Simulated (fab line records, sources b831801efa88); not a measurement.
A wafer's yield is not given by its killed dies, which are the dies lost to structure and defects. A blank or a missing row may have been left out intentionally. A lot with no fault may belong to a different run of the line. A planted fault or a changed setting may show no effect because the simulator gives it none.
Which tool was responsible? | flow sky130 | 9 lots, 27 wafers sampled, at 6 steps of a route of 708

== WHAT THE GAUGES SHOWED, per wafer ==
SKY_CAPM_RS_MEAS_03: the measuring method here is four-point-probe. Usual: CAPM_TIN_RS typically reads 6.91 ohm/sq, with standard deviation 0.074.
lot  | measured     | on            | CAPM_TIN_RS (ohm/sq) | flag
L534 | day 36 20:31 | film_metro-04 | 6.84 6.93 6.95       |
L536 | day 37 20:59 | film_metro-02 | 6.88 6.89 6.86       |
L542 | day 39 07:22 | film_metro-01 | 11.66 11.34 11.68    | OFF
L541 | day 39 08:37 | film_metro-01 | 11.34 11.33 11.50    | OFF
L548 | day 41 13:50 | film_metro-02 | 6.91 7.02 6.95       |
L549 | day 41 14:29 | film_metro-01 | 6.79 6.89 6.80       |
L552 | day 42 09:31 | film_metro-04 | 6.87 6.84 6.92       |
L554 | day 43 06:11 | film_metro-04 | 6.93 6.88 6.86       |
L555 | day 43 09:00 | film_metro-01 | 6.85 6.85 6.92       |

SKY_CAPM_THK_MEAS_04: measures by xrf. Usual: CAPM_TIN_THK typically reads 201.6 nm, with standard deviation 2.3.
lot  | measured     | on            | CAPM_TIN_THK (nm) | flag
L534 | day 36 20:37 | film_metro-04 | 202.0 199.7 199.4 |
L536 | day 37 21:05 | film_metro-02 | 204.0 203.9 204.9 |
L542 | day 39 07:29 | film_metro-01 | 120.9 123.4 121.0 | OFF
L541 | day 39 08:44 | film_metro-01 | 123.3 123.6 121.9 | OFF
L548 | day 41 13:56 | film_metro-02 | 203.9 199.8 202.8 |
L549 | day 41 14:37 | film_metro-01 | 204.1 201.0 202.8 |
L552 | day 42 09:37 | film_metro-04 | 201.2 201.3 200.2 |
L554 | day 43 06:19 | film_metro-04 | 199.4 201.1 202.2 |
L555 | day 43 09:07 | film_metro-01 | 202.4 201.8 199.5 |

== EACH LOT AND THE TOOL THAT RAN IT (in order: tool; ch and the chambers of the sampled wafers; start) ==
lot  | SKY_VIA2_ETCH_15                   | SKY_METAL3_SPUTTER_00        | SKY_METAL3_SPUTTER_04        | SKY_CAPM_SPUTTER_02
L534 | rie_diel-02 ch 1,2,3, day 36 18:49 | pvd_sputter-04, day 36 20:08 | pvd_sputter-04, day 36 20:15 | pvd_sputter-03, day 36 20:23
L536 | rie_diel-03 ch 0,1,3, day 37 19:16 | pvd_sputter-04, day 37 20:36 | pvd_sputter-04, day 37 20:43 | pvd_sputter-03, day 37 20:50
L542 | rie_diel-01 ch 0,2,3, day 39 05:39 | pvd_sputter-04, day 39 07:01 | pvd_sputter-04, day 39 07:08 | pvd_sputter-03, day 39 07:16
L541 | rie_diel-02 ch 1,2,3, day 39 06:52 | pvd_sputter-04, day 39 08:16 | pvd_sputter-04, day 39 08:22 | pvd_sputter-03, day 39 08:30
L548 | rie_diel-02 ch 0,3, day 41 12:07   | pvd_sputter-01, day 41 13:26 | pvd_sputter-01, day 41 13:33 | pvd_sputter-04, day 41 13:41
L549 | rie_diel-03 ch 1,3, day 41 12:49   | pvd_sputter-02, day 41 14:09 | pvd_sputter-02, day 41 14:15 | pvd_sputter-01, day 41 14:23
L552 | rie_diel-03 ch 1,2,3, day 42 07:46 | pvd_sputter-01, day 42 09:07 | pvd_sputter-01, day 42 09:14 | pvd_sputter-03, day 42 09:22
L554 | rie_diel-03 ch 1,3, day 43 04:31   | pvd_sputter-04, day 43 05:51 | pvd_sputter-04, day 43 05:57 | pvd_sputter-03, day 43 06:05
L555 | rie_diel-01 ch 1,2,3, day 43 07:19 | pvd_sputter-01, day 43 08:39 | pvd_sputter-01, day 43 08:45 | pvd_sputter-03, day 43 08:53
- SKY_VIA2_ETCH_15: etches SiO2 in C4F8/O2/Ar, stops on TiN, target depth 546 nm, time 84 s.
- SKY_METAL3_SPUTTER_00: material Ti, target thk 15 nm, time 10 s.
- SKY_METAL3_SPUTTER_04: material TiN, target thk 70 nm, time 58.3 s.
- SKY_CAPM_SPUTTER_02: material TiN, target thk 200 nm, time 166.7 s.

== AS READ BY THE TOOLS THEMSELVES (means over the sampled wafers that have a number; for cases with no such wafer, the mark the record gives instead) ==
SKY_VIA2_ETCH_15. Usual: 0.940 a.u. for oes_product_au, sd 0.0046.
lot  | tool        | oes_product_au (a.u.) | flag
L534 | rie_diel-02 | 0.941                 |
L536 | rie_diel-03 | 0.943                 |
L542 | rie_diel-01 | 0.944                 |
L541 | rie_diel-02 | 0.941                 |
L548 | rie_diel-02 | 0.940                 |
L549 | rie_diel-03 | 0.943                 |
L552 | rie_diel-03 | 0.941                 |
L554 | rie_diel-03 | 0.941                 |
L555 | rie_diel-01 | 0.941                 |

SKY_METAL3_SPUTTER_00. Usual: cathode_dc_power_W 2999.9 W, standard deviation 0.54; chamber_pressure_pa 0.3999 Pa, standard deviation 0.00072; throttle_valve_pct 29.9 %, standard deviation 0.61.
lot  | tool           | cathode_dc_power_W (W) | chamber_pressure_pa (Pa) | throttle_valve_pct (%) | flag
L534 | pvd_sputter-04 | 2999.5                 | 0.4005                   | 30.1                   |
L536 | pvd_sputter-04 | 2999.8                 | 0.3999                   | 30.2                   |
L542 | pvd_sputter-04 | 3000.1                 | 0.3997                   | 29.9                   |
L541 | pvd_sputter-04 | 3000.2                 | 0.4001                   | 30.3                   |
L548 | pvd_sputter-01 | 3000.1                 | 0.3995                   | 29.1                   |
L549 | pvd_sputter-02 | 3000.0                 | 0.4002                   | 30.0                   |
L552 | pvd_sputter-01 | 2999.6                 | 0.3998                   | 30.1                   |
L554 | pvd_sputter-04 | 2999.4                 | 0.4007                   | 29.7                   |
L555 | pvd_sputter-01 | 3000.0                 | 0.4000                   | 29.6                   |

SKY_METAL3_SPUTTER_04. Usual: cathode_dc_power_W 6500.2 W, standard deviation 1.2; chamber_pressure_pa 0.4000 Pa, standard deviation 0.00081; throttle_valve_pct 29.8 %, standard deviation 0.59.
lot  | tool           | cathode_dc_power_W (W) | chamber_pressure_pa (Pa) | throttle_valve_pct (%) | flag
L534 | pvd_sputter-04 | 6501.3                 | 0.3997                   | 30.0                   |
L536 | pvd_sputter-04 | 6500.3                 | 0.3999                   | 30.2                   |
L542 | pvd_sputter-04 | 6500.7                 | 0.3998                   | 29.9                   |
L541 | pvd_sputter-04 | 6499.4                 | 0.3992                   | 30.2                   |
L548 | pvd_sputter-01 | 6498.9                 | 0.3996                   | 29.4                   |
L549 | pvd_sputter-02 | 6500.0                 | 0.3998                   | 29.8                   |
L552 | pvd_sputter-01 | 6500.3                 | 0.4000                   | 30.0                   |
L554 | pvd_sputter-04 | 6500.6                 | 0.4000                   | 29.8                   |
L555 | pvd_sputter-01 | 6500.9                 | 0.3997                   | 29.6                   |

SKY_CAPM_SPUTTER_02. Usual: cathode_dc_power_W 6500.0 W, standard deviation 1.2; chamber_pressure_pa 0.4000 Pa, standard deviation 0.00084; throttle_valve_pct 29.8 %, standard deviation 0.86.
lot  | tool           | cathode_dc_power_W (W) | chamber_pressure_pa (Pa) | throttle_valve_pct (%) | flag
L534 | pvd_sputter-03 | 6500.3                 | 0.4007                   | 30.2                   |
L536 | pvd_sputter-03 | 6499.5                 | 0.3999                   | 30.1                   |
L542 | pvd_sputter-03 | 3935.7                 | 0.3995                   | 29.4                   | OFF
L541 | pvd_sputter-03 | 3934.0                 | 0.3999                   | 29.4                   | OFF
L548 | pvd_sputter-04 | 6499.0                 | 0.3995                   | 29.9                   |
L549 | pvd_sputter-01 | 6500.2                 | 0.4004                   | 29.3                   |
L552 | pvd_sputter-03 | 6500.4                 | 0.3997                   | 30.3                   |
L554 | pvd_sputter-03 | 6499.3                 | 0.4002                   | 29.5                   |
L555 | pvd_sputter-03 | 6500.4                 | 0.3999                   | 30.3                   |

== THE ANSWER, worked out from the rows above alone ==
Rule: a lot counts as off when the mean over its wafers that have a number is more than 3 standard deviations away from the usual mean. Also off: a lot with no number at a reading for which 4 or more lots have one. Where the step has rows for the other lots, those lots are counted as sound. After the gauges, taken in route order, come the tools' own readings; for these a lot's mean is taken, as printed above. At the first step where some lot is off, the reading lying furthest off is the one used; lots without a number count as furthest.
Off: L542, L541, at SKY_CAPM_RS_MEAS_03 (CAPM_TIN_RS).
If a tool, at a process step before that reading, ran all the lots that are off and no sound lot after the first of them, it fits. Not tried: the gauges at SKY_CAPM_RS_MEAS_03; whatever is off there is also off at SKY_CAPM_SPUTTER_02, on other tools, and gauge error can't account for it. None of those tried fits.

== WHAT THE SIMULATOR HAD PUT IN ==
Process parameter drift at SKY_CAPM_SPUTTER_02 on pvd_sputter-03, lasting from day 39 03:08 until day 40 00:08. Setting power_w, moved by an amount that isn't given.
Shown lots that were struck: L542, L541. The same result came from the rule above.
